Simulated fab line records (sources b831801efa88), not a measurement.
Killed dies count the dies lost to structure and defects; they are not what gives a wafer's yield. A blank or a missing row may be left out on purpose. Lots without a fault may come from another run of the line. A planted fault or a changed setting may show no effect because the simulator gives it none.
Shared-tool check :: flow gf180mcu :: Lots sampled 14, wafers sampled 42

== WHAT PROMPTED THE OPENING ==
At GF_DUAL_GATE_THK_MEAS_03 the reading DUAL_GATE_OXIDATION_00_THK is flagged on 2 of 14 lots. Fault-free wafers read 11.01 nm, with a standard deviation of 0.2.
Rule: a lot is flagged when every wafer of it that has a number lies more than 4 standard deviations from that mean, or none has a number. The other lots count as sound.

lot: L239
measured: day 7 15:39
on: film metro-01
DUAL_GATE_OXIDATION_00_THK (nm), wafer by wafer: 11.51 11.47 11.46
flag: 

lot: L240
measured: day 7 22:09
on: film metro-02
DUAL_GATE_OXIDATION_00_THK (nm), wafer by wafer: 10.77 11.04 11.13
flag: 

lot: L241
measured: day 8 01:00
on: film metro-01
DUAL_GATE_OXIDATION_00_THK (nm), wafer by wafer: 11.24 11.21 11.07
flag: 

lot: L242
measured: day 8 11:31
on: film metro-01
DUAL_GATE_OXIDATION_00_THK (nm), wafer by wafer: 10.83 11.04 10.73
flag: 

lot: L244
measured: day 9 01:55
on: film metro-03
DUAL_GATE_OXIDATION_00_THK (nm), wafer by wafer: 10.49 10.64 10.66
flag: 

lot: L245
measured: day 9 07:13
on: film metro-01
DUAL_GATE_OXIDATION_00_THK (nm), wafer by wafer: 11.11 11.17 10.99
flag: 

lot: L249
measured: day 10 10:26
on: film metro-01
DUAL_GATE_OXIDATION_00_THK (nm), wafer by wafer: 9.20 9.37 9.40
flag: FLAGGED

lot: L251
measured: day 11 02:14
on: film metro-02
DUAL_GATE_OXIDATION_00_THK (nm), wafer by wafer: 9.11 9.15 9.06
flag: FLAGGED

lot: L256
measured: day 12 10:59
on: film metro-01
DUAL_GATE_OXIDATION_00_THK (nm), wafer by wafer: 11.32 11.27 11.14
flag: 

lot: L257
measured: day 12 17:18
on: film metro-03
DUAL_GATE_OXIDATION_00_THK (nm), wafer by wafer: 10.97 10.99 10.88
flag: 

lot: L258
measured: day 13 00:59
on: film metro-03
DUAL_GATE_OXIDATION_00_THK (nm), wafer by wafer: 11.13 11.31 11.27
flag: 

lot: L260
measured: day 13 16:13
on: film metro-02
DUAL_GATE_OXIDATION_00_THK (nm), wafer by wafer: 11.01 11.06 11.28
flag: 

lot: L261
measured: day 14 07:59
on: film metro-03
DUAL_GATE_OXIDATION_00_THK (nm), wafer by wafer: 11.00 11.11 11.11
flag: 

lot: L262
measured: day 14 08:56
on: film metro-03
DUAL_GATE_OXIDATION_00_THK (nm), wafer by wafer: 10.85 10.93 10.97
flag: 
The numbers of the flagged lots are 9.21 nm on average: -1.79 nm against the usual, or -9 standard deviations.

== TOOL THAT RAN EACH LOT ==
The record holds 1 process step before the reading, out of a route of 602 steps. In each cell: the tool, then ch and the chambers that the sampled wafers went through, then the start.
lot: L239
flag: 
GF_DUAL_GATE_OXIDATION_02: furnace-02 ch 0, day 7 14:11

lot: L240
flag: 
GF_DUAL_GATE_OXIDATION_02: furnace-01 ch 0, day 7 20:43

lot: L241
flag: 
GF_DUAL_GATE_OXIDATION_02: furnace-01 ch 0, day 7 23:32

lot: L242
flag: 
GF_DUAL_GATE_OXIDATION_02: furnace-02 ch 0, day 8 10:04

lot: L244
flag: 
GF_DUAL_GATE_OXIDATION_02: furnace-02 ch 0, day 9 00:26

lot: L245
flag: 
GF_DUAL_GATE_OXIDATION_02: furnace-02 ch 0, day 9 05:46

lot: L249
flag: FLAGGED
GF_DUAL_GATE_OXIDATION_02: furnace-02 ch 0, day 10 08:59

lot: L251
flag: FLAGGED
GF_DUAL_GATE_OXIDATION_02: furnace-02 ch 0, day 11 00:44

lot: L256
flag: 
GF_DUAL_GATE_OXIDATION_02: furnace-01 ch 0, day 12 09:32

lot: L257
flag: 
GF_DUAL_GATE_OXIDATION_02: furnace-01 ch 0, day 12 15:52

lot: L258
flag: 
GF_DUAL_GATE_OXIDATION_02: furnace-01 ch 0, day 12 23:32

lot: L260
flag: 
GF_DUAL_GATE_OXIDATION_02: furnace-01 ch 0, day 13 14:46

lot: L261
flag: 
GF_DUAL_GATE_OXIDATION_02: furnace-01 ch 0, day 14 06:32

lot: L262
flag: 
GF_DUAL_GATE_OXIDATION_02: furnace-02 ch 0, day 14 07:29
What these steps do:
- GF_DUAL_GATE_OXIDATION_02: stabilise 600 s, purge 300 s, target thk 10.887 nm.
- GF_DUAL_GATE_THK_MEAS_03

== FLAGGED AGAINST TOTAL, ONE TOOL AT A TIME (gauges that did the reading follow at the end) ==
step: GF_DUAL_GATE_OXIDATION_02
tool: furnace-01
lots run: 7
flagged: 0
share of the flagged lots: none
sound lots run after its first flagged lot: -

step: GF_DUAL_GATE_OXIDATION_02
tool: furnace-02
lots run: 7
flagged: 2
share of the flagged lots: all
sound lots run after its first flagged lot: 1 (L262)

step: GF_DUAL_GATE_THK_MEAS_03
tool: film metro-01
lots run: 6
flagged: 1
share of the flagged lots: some
sound lots run after its first flagged lot: 1 (L256)

step: GF_DUAL_GATE_THK_MEAS_03
tool: film metro-02
lots run: 3
flagged: 1
share of the flagged lots: some
sound lots run after its first flagged lot: 1 (L260)

step: GF_DUAL_GATE_THK_MEAS_03
tool: film metro-03
lots run: 5
flagged: 0
share of the flagged lots: none
sound lots run after its first flagged lot: -

== WHAT THE TABLE ALLOWS ==
All flagged lots share 1 row of the table, namely furnace-02 at GF_DUAL_GATE_OXIDATION_02.
- furnace-02 at GF_DUAL_GATE_OXIDATION_02 ran 7 lots, 2 of them flagged. Lots that were sound ran on it after the first flagged one (L262); a persistent fault on the entire tool would not allow that. Its own readings (spike tc bottom C, spike tc centre C, spike tc lower C, spike tc top C, spike tc upper C, tube center temp C, tube_center_temp_C_max) fall more than 4 standard deviations out on all wafers of the flagged lots.
No row of the table ran every flagged lot and no sound lot after the first.

== WHAT THE SIMULATOR PUT IN ==
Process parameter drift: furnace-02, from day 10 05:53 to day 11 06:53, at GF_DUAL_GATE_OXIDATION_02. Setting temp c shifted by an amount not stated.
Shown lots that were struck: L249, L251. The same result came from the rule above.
